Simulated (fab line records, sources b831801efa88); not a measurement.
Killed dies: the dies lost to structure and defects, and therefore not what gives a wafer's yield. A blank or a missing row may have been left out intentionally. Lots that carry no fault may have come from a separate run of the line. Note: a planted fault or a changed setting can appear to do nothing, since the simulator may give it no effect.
fab line records	flow sky130
[record] lots = 11	wafers = 33	last_day = 50
route steps=708 shown POLY_GATE@227 LDD_N@253 SPACER@304 POLY_CUT@317
lots untouched by any fault: they come from a run of this same line in which no faults occurred
start_h: the number of hours between the record's first day and the start of the first shown wafer of the lot	wait_h: time in hours since the lot's previous step	" as in the row above	L1.1+2: one row covering several wafers at once	- no value, or no start was given	* or withheld: withheld	< > ~ a bound
route shown NAME@n: names a module that has steps shown in the file, with the first one's number in the route	usual: mean/standard deviation of fault-free wafers	same: alike in all rows	chamber/n: place in a boat	sites: per-site readings	_std_site: standard deviation across them	_edge_site: mean of outer sites minus mean of inner sites	radius_mm: how far each site lies from the wafer's centre	mask NAME#n: copy n	behind: the most recent tool/chamber to have shaped the wafer	hold: reason for holding the lot/hours on hold/outcome of the hold	device: the n, p or np transistor that did not switch	end of line: tests of these same wafers at the route's end	a step without rows: its recipe alone	killed: at the first sort, the dies lost to defects and structure; wafer yield is something else	map: dies across one wafer; x = killed, . = not, _ = none there
set.NAME: the run value of the setting; set.NAME@STEP: its run value at that earlier step	model.NAME: the simulator's own value behind a step, which no gauge read
one table for each step of the route and one row for each wafer, over a sample of lots
services: a tool's chamber out of use, with start hour (start_h, from the record's first day; less than 0 if before it), hours out, and reason
[[steps]]
[step SKY_POLY_GATE_CD_MEAS_13]
[recipe] target_cd_nm = 150
[usual] cd_nm = 150.3/1.1
lot.wafer	tool	chamber	start_h	wait_h	cd_nm
L685.1	cd_sem-01	-	353.91	-	149.0
L685.4	"	-	"	"	149.4
L685.6	"	-	"	"	147.9
L686.2	cd_sem-01	-	378.73	-	149.4
L686.3	"	-	"	"	150.0
L686.6	"	-	"	"	148.9
L687.1	cd_sem-02	-	380.99	-	151.5
L687.2	"	-	"	"	150.0
L687.5	"	-	"	"	150.4
L688.2	cd_sem-01	-	389.16	-	150.2
L688.3	"	-	"	"	150.0
L688.4	"	-	"	"	149.5
L695.2	cd_sem-01	-	463.21	-	150.2
L695.3	"	-	"	"	149.1
L695.4	"	-	"	"	149.6
L702.1	cd_sem-01	-	528.57	-	150.8
L702.2	"	-	"	"	151.4
L702.4	"	-	"	"	150.6
L700.2	cd_sem-01	-	529.61	-	149.3
L700.4	"	-	"	"	149.3
L700.5	"	-	"	"	148.8
L704.3	cd_sem-02	-	538.63	-	149.8
L704.4	"	-	"	"	149.8
L704.6	"	-	"	"	148.6
L705.1	cd_sem-02	-	555.87	-	149.7
L705.5	"	-	"	"	149.9
L705.6	"	-	"	"	149.5
L708.2	cd_sem-02	-	572.49	-	149.4
L708.3	"	-	"	"	150.2
L708.6	"	-	"	"	150.5
L707.1	cd_sem-01	-	577.27	-	151.8
L707.2	"	-	"	"	151.5
L707.3	"	-	"	"	150.1
[step SKY_LDD_N_STRIP_16]
[recipe] chemistry = O2/N2	power_w = 1400	pressure_mtorr = 1500	platen_temp_c = withheld	o2_flow_sccm = 3000	n2_flow_sccm = 300	overash_fraction = 0.5
[usual] drypump_motor_current_A = 5.6/0.41	oes_product_au = 0.407/0.0052	strip_time_to_endpoint_s = 4.317/0.013
lot.wafer	tool	chamber	start_h	wait_h	drypump_motor_current_A	oes_product_au	rf_hours_counter_h	strip_time_to_endpoint_s
L685.1	plasma_asher-03	1	385.37	0.1	5.7	0.401	56	4.325
L685.4	"	1	"	"	5.7	0.407	-	4.312
L685.6	"	1	"	"	5.7	0.401	-	4.327
L686.2	plasma_asher-04	1	410.17	0.1	6.0	0.410	72	4.329
L686.3	"	1	"	"	6.0	0.401	-	4.304
L686.6	"	1	"	"	6.0	0.403	-	4.318
L687.1	plasma_asher-04	0	411.77	0.1	6.1	0.405	73	4.300
L687.2	"	1	"	"	6.0	0.404	73	4.299
L687.5	"	0	"	"	6.1	0.411	-	4.301
L688.2	plasma_asher-04	0	420.97	0.1	6.1	0.401	73	4.313
L688.3	"	0	"	"	6.1	0.407	-	4.349
L688.4	"	1	"	"	6.0	0.408	-	4.334
L695.2	plasma_asher-03	1	497.06	0.1	5.7	0.409	65	4.294
L695.3	"	1	"	"	5.8	0.414	-	4.325
L695.4	"	0	"	"	5.6	0.398	-	4.319
L702.1	plasma_asher-01	1	561.31	0.1	5.3	0.410	13	4.322
L702.2	"	0	"	"	4.8	0.406	13	4.342
L702.4	"	0	"	"	4.8	0.406	-	4.347
L700.2	plasma_asher-01	0	562.52	0.1	4.8	0.414	13	4.313
L700.4	"	0	"	"	4.8	0.401	-	4.311
L700.5	"	1	"	"	5.3	0.402	-	4.324
L704.3	plasma_asher-03	1	571.84	0.1	5.8	0.406	-	4.310
L704.4	"	0	"	"	5.5	0.414	-	4.317
L704.6	"	1	"	"	5.8	0.408	-	4.313
L705.1	plasma_asher-04	1	588.26	0.1	6.0	0.408	91	4.324
L705.5	"	1	"	"	6.0	0.408	-	4.311
L705.6	"	0	"	"	6.1	0.409	-	4.319
L708.2	plasma_asher-03	0	604.11	0.1	5.6	0.416	76	4.326
L708.3	"	0	"	"	5.5	0.405	-	4.327
L708.6	"	0	"	"	5.5	0.403	-	4.324
L707.1	plasma_asher-03	1	608.87	0.1	5.8	0.411	76	4.313
L707.2	"	0	"	"	5.5	0.416	76	4.311
L707.3	"	0	"	"	5.5	0.413	-	4.324
[step SKY_SPACER_CVD_00]
[recipe] material = Si3N4	precursor = DCS/NH3	target_thk_nm = 43.1	temp_c = 770	time_s = 740	pressure_mtorr = 250
[usual] pressure_mtorr = 250.0/0.49	spike_tc_bottom_C = 787.7/2.3	spike_tc_centre_C = 771.0/1.2	spike_tc_lower_C = 771.9/1.2	spike_tc_top_C = 783.4/1.1	spike_tc_upper_C = 770.1/1.3	susceptor_temp_C = 770.0/0.37	zone_power_bottom_pct = 18.2/0.84	zone_power_centre_pct = 13.81/0.18	zone_power_lower_pct = 12.74/0.15	zone_power_top_pct = 27.8/0.71	zone_power_upper_pct = 12.1/0.79
lot.wafer	tool	chamber	start_h	wait_h	pressure_mtorr	spike_tc_bottom_C	spike_tc_centre_C	spike_tc_lower_C	spike_tc_top_C	spike_tc_upper_C	susceptor_temp_C	zone_power_bottom_pct	zone_power_centre_pct	zone_power_lower_pct	zone_power_top_pct	zone_power_upper_pct
L685.1	lpcvd-02	0	509.00	3.1	249.9	788.5	772.4	770.6	783.7	768.2	770.0	19.2	13.76	12.74	28.7	13.4
L685.4	"	0	"	"	249.1	789.7	771.6	771.2	783.0	769.6	769.6	18.9	13.34	12.80	29.0	13.2
L685.6	"	0	"	"	249.8	791.6	772.0	773.1	781.1	770.9	769.8	19.0	13.61	12.87	29.1	13.3
L686.2	lpcvd-02	0	532.12	0.0	250.8	839.5	823.1	822.2	832.6	821.0	821.5	22.3	15.60	14.61	31.6	15.2
L686.3	"	0	"	"	250.0	841.0	823.8	822.5	832.3	820.8	821.7	21.5	15.53	14.59	31.5	14.9
L686.6	"	0	"	"	250.1	843.8	823.2	822.1	833.3	821.3	821.4	21.9	15.66	14.72	31.5	14.8
L687.1	lpcvd-02	0	533.93	0.0	250.5	842.1	823.8	820.9	832.1	819.4	821.5	21.8	15.50	14.59	31.3	14.9
L687.2	"	0	"	"	250.3	841.6	825.4	823.3	832.3	820.0	821.7	21.9	15.41	14.90	31.7	15.0
L687.5	"	0	"	"	250.2	843.5	824.1	822.8	833.2	821.9	821.8	21.9	15.62	14.87	31.8	15.2
L688.2	lpcvd-02	0	543.94	2.2	251.1	841.5	823.4	822.9	833.4	818.6	821.9	21.6	15.46	14.74	31.9	15.3
L688.3	"	0	"	"	250.4	842.7	821.9	822.9	832.1	821.5	821.8	22.0	15.34	14.65	31.7	15.0
L688.4	"	0	"	"	251.1	842.9	823.6	822.5	831.7	821.2	821.9	21.9	15.29	14.58	32.2	15.1
L695.2	lpcvd-02	1	617.54	1.3	249.9	785.5	770.6	771.4	784.9	769.2	769.7	17.4	13.80	12.85	27.2	11.3
L695.3	"	1	"	"	251.0	786.5	770.5	773.6	783.6	769.9	769.8	17.3	13.79	12.95	27.3	11.7
L695.4	"	1	"	"	250.6	788.2	772.4	772.2	784.5	769.4	770.2	17.5	13.94	12.77	27.4	11.4
L702.1	lpcvd-02	1	676.99	0.7	249.9	785.0	772.3	770.8	783.6	770.2	770.0	17.2	14.01	12.62	27.2	11.4
L702.2	"	1	"	"	250.0	785.4	770.4	773.1	782.2	770.1	769.3	17.5	13.98	12.76	27.1	11.7
L702.4	"	1	"	"	250.3	785.3	770.7	772.6	783.1	769.8	769.5	17.6	14.03	12.74	27.7	11.6
L700.2	lpcvd-02	1	679.55	0.8	248.6	785.2	771.5	772.2	784.9	770.3	770.0	17.3	13.93	12.63	27.4	11.6
L700.4	"	1	"	"	250.0	787.7	768.6	771.5	785.1	770.3	770.1	17.5	13.86	12.82	27.9	11.6
L700.5	"	1	"	"	249.6	785.7	770.2	772.1	785.1	769.4	770.4	17.7	13.82	12.76	27.0	11.4
L704.3	lpcvd-02	0	686.48	0.0	250.2	790.7	771.2	770.2	782.3	768.2	769.7	19.4	13.88	12.88	28.7	13.1
L704.4	"	0	"	"	250.6	791.0	774.0	768.9	782.4	768.1	769.5	19.3	13.50	12.93	28.7	13.1
L704.6	"	0	"	"	250.1	792.6	774.3	771.1	782.4	770.2	769.5	19.1	13.69	12.77	28.8	13.2
L705.1	lpcvd-02	1	705.38	1.2	250.5	785.2	771.3	771.4	784.7	769.9	769.6	17.4	13.75	12.88	27.5	11.7
L705.5	"	1	"	"	250.2	786.9	769.8	772.9	783.2	771.6	769.7	17.9	13.99	12.69	27.3	11.4
L705.6	"	1	"	"	250.2	785.5	770.4	772.4	784.5	771.8	769.9	17.5	13.97	12.47	27.8	11.4
L708.2	lpcvd-02	1	718.44	0.6	249.2	785.5	770.1	771.7	783.8	770.1	769.8	17.3	13.86	12.51	27.3	11.5
L708.3	"	1	"	"	249.9	785.1	771.0	773.9	785.2	771.2	770.6	17.7	13.96	12.51	27.7	11.6
L708.6	"	1	"	"	249.6	785.6	769.7	773.6	785.4	771.2	770.4	17.6	13.96	12.70	26.8	11.5
L707.1	lpcvd-02	1	723.23	0.0	249.7	786.5	770.8	772.2	783.6	771.7	769.9	17.4	14.01	12.84	26.9	11.5
L707.2	"	1	"	"	249.9	784.6	772.6	773.3	783.9	767.9	770.2	17.7	14.08	12.74	27.4	11.6
L707.3	"	1	"	"	250.9	787.7	771.6	772.2	784.0	769.6	770.5	17.4	13.88	12.47	27.1	11.5
[step SKY_SPACER_THK_MEAS_01]
[recipe] reads = Si3N4_of_SPACER_CVD_00
[usual] SPACER_CVD_00_THK = 43.1/0.43
lot.wafer	tool	chamber	start_h	wait_h	hold	SPACER_CVD_00_THK[nm]
L685.1	film_metro-04	-	510.81	0.0	-	42.7
L685.4	"	-	"	"	-	42.9
L685.6	"	-	"	"	-	42.9
L686.2	film_metro-02	-	533.94	0.0	await_dispo/0.2h/release	75.1
L686.3	"	-	"	"	await_dispo/0.2h/release	74.9
L686.6	"	-	"	"	await_dispo/0.2h/release	75.4
L686.2	film_metro-02	-	534.17	0.2	-	75.2
L686.3	"	-	"	"	-	74.9
L686.6	"	-	"	"	-	75.4
L687.1	film_metro-02	-	535.74	0.0	await_dispo/0.2h/release	74.3
L687.2	"	-	"	"	await_dispo/0.2h/release	74.8
L687.5	"	-	"	"	await_dispo/0.2h/release	74.1
L687.1	film_metro-02	-	535.96	0.2	-	74.2
L687.2	"	-	"	"	-	74.8
L687.5	"	-	"	"	-	74.2
L688.2	film_metro-01	-	545.76	0.0	await_dispo/0.2h/release	75.9
L688.3	"	-	"	"	await_dispo/0.2h/release	75.8
L688.4	"	-	"	"	await_dispo/0.2h/release	75.4
L688.2	film_metro-01	-	545.98	0.2	-	75.9
L688.3	"	-	"	"	-	75.9
L688.4	"	-	"	"	-	75.3
L695.2	film_metro-04	-	618.76	0.0	-	42.9
L695.3	"	-	"	"	-	43.1
L695.4	"	-	"	"	-	42.6
L702.1	film_metro-02	-	678.19	0.0	-	43.7
L702.2	"	-	"	"	-	43.3
L702.4	"	-	"	"	-	44.0
L700.2	film_metro-01	-	680.76	0.0	-	42.8
L700.4	"	-	"	"	-	42.8
L700.5	"	-	"	"	-	42.9
L704.3	film_metro-02	-	687.71	0.0	-	43.3
L704.4	"	-	"	"	-	43.2
L704.6	"	-	"	"	-	42.9
L705.1	film_metro-04	-	706.59	0.0	-	42.7
L705.5	"	-	"	"	-	42.9
L705.6	"	-	"	"	-	42.7
L708.2	film_metro-01	-	719.66	0.0	-	42.7
L708.3	"	-	"	"	-	43.0
L708.6	"	-	"	"	-	42.8
L707.1	film_metro-01	-	725.04	0.0	-	43.2
L707.2	"	-	"	"	-	43.2
L707.3	"	-	"	"	-	43.6
[step SKY_POLY_CUT_ETCH_10]
[recipe] chemistry = N2/H2	target = BARC	ion_energy_ev = 200	source_w = 500	bias_w = 100	pressure_mtorr = 30	n2_flow_sccm = 100	h2_flow_sccm = 200	stop_on = SiO2	time_s = 45.9	target_depth_a = 600
[usual] drypump_motor_current_A = 5.7/0.52	oes_product_au = 0.855/0.0047	throttle_valve_pct = 13.226/0.0098
lot.wafer	tool	chamber	start_h	wait_h	drypump_motor_current_A	oes_product_au	rf_hours_counter_h	throttle_valve_pct
L685.1	rie_diel-01	2	540.79	0.0	5.0	0.853	14	13.222
L685.4	"	0	"	"	4.8	0.859	-	13.219
L685.6	"	3	"	"	6.0	0.846	-	13.242
L695.2	rie_diel-02	0	647.89	0.0	6.4	0.857	14	13.226
L695.3	"	3	"	"	5.7	0.859	3	13.242
L695.4	"	2	"	"	6.3	0.845	7	13.232
L702.1	rie_diel-01	3	706.47	0.0	6.0	0.862	29	13.237
L702.2	"	2	"	"	5.0	0.855	18	13.235
L702.4	"	2	"	"	5.0	0.863	-	13.237
L700.2	rie_diel-01	2	708.98	0.0	5.0	0.849	18	13.225
L700.4	"	2	"	"	5.0	0.852	-	13.219
L700.5	"	3	"	"	6.0	0.853	-	13.245
L704.3	rie_diel-01	2	716.22	0.0	5.0	0.857	18	13.239
L704.4	"	1	"	"	6.1	0.865	4	13.225
L704.6	"	2	"	"	5.0	0.859	-	13.244
L705.1	rie_diel-01	3	735.37	0.0	6.0	0.859	30	13.218
L705.5	"	0	"	"	4.8	0.856	-	13.242
L705.6	"	3	"	"	6.0	0.853	-	13.236
L708.2	rie_diel-01	1	747.89	0.0	6.0	0.862	4	13.215
L708.3	"	2	"	"	5.0	0.863	19	13.223
L708.6	"	3	"	"	6.0	0.854	-	13.218
L707.1	rie_diel-02	1	752.84	0.0	5.6	0.858	7	13.231
L707.2	"	2	"	"	6.3	0.855	9	13.242
L707.3	"	0	"	"	6.3	0.853	16	13.218
[[services]]
tool	chamber	start_h	hours	kind
plasma_asher-03	-	361.68	6.0	repair
lpcvd-02	-	364.09	28.1	pm
rie_diel-02	1	392.61	9.8	repair
plasma_asher-01	-	421.32	9.0	pm
rie_diel-02	3	428.64	23.1	repair
plasma_asher-03	-	456.77	14.6	pm
rie_diel-02	-	482.50	2.8	pm
plasma_asher-01	-	496.56	2.8	pm
plasma_asher-01	-	505.16	2.3	repair
rie_diel-02	-	533.76	14.6	pm
rie_diel-01	1	535.60	-	clean
rie_diel-01	1	535.60	19.7	scheduled_down
plasma_asher-01	-	557.33	1.6	repair
rie_diel-01	0	580.61	2.1	repair
rie_diel-01	-	590.82	4.4	repair
rie_diel-02	-	627.10	0.3	repair
rie_diel-01	-	641.74	15.6	pm
plasma_asher-04	-	644.00	2.8	pm
rie_diel-02	2	678.01	7.1	repair
rie_diel-01	0	680.37	35.0	repair
plasma_asher-03	-	681.79	2.5	repair
plasma_asher-04	-	733.75	9.0	pm
rie_diel-02	-	745.81	1.6	repair
lpcvd-02	-	751.54	4.3	pm
[[key]]
[first_sign] step = SKY_SPACER_CVD_00	reading = susceptor_temp_C	direction = up	sigmas = 99+	usual = *	struck = *
[effect] step = SKY_SPACER_CVD_00	reading = spike_tc_centre_C	direction = up	sigmas = 44	usual = 771.0	struck = 823.6
[effect] step = SKY_SPACER_THK_MEAS_01	reading = visit	direction = added
[effect] step = SKY_SPACER_THK_MEAS_01	reading = SPACER_CVD_00_THK	direction = up	sigmas = 75	usual = 43.1	struck = 75.1
met_at SKY_SPACER_CVD_00
struck_lots L686,L687,L688
scrapped_behind SKY_SPACER_THK_MEAS_01 L686.2,L686.3,L686.6,L687.1,L687.2,L687.5,L688.2,L688.3,L688.4
not_acting_at SKY_POLY_GATE_CD_MEAS_13,SKY_LDD_N_STRIP_16,SKY_POLY_CUT_ETCH_10
[fault] kind = process_parameter_drift	tool = lpcvd-02	chamber = -	onset_h = 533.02	steps = SKY_SPACER_CVD_00	channel = temp_c	offset = *	shape = step	end_h = 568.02	acts_in = *	stated = *
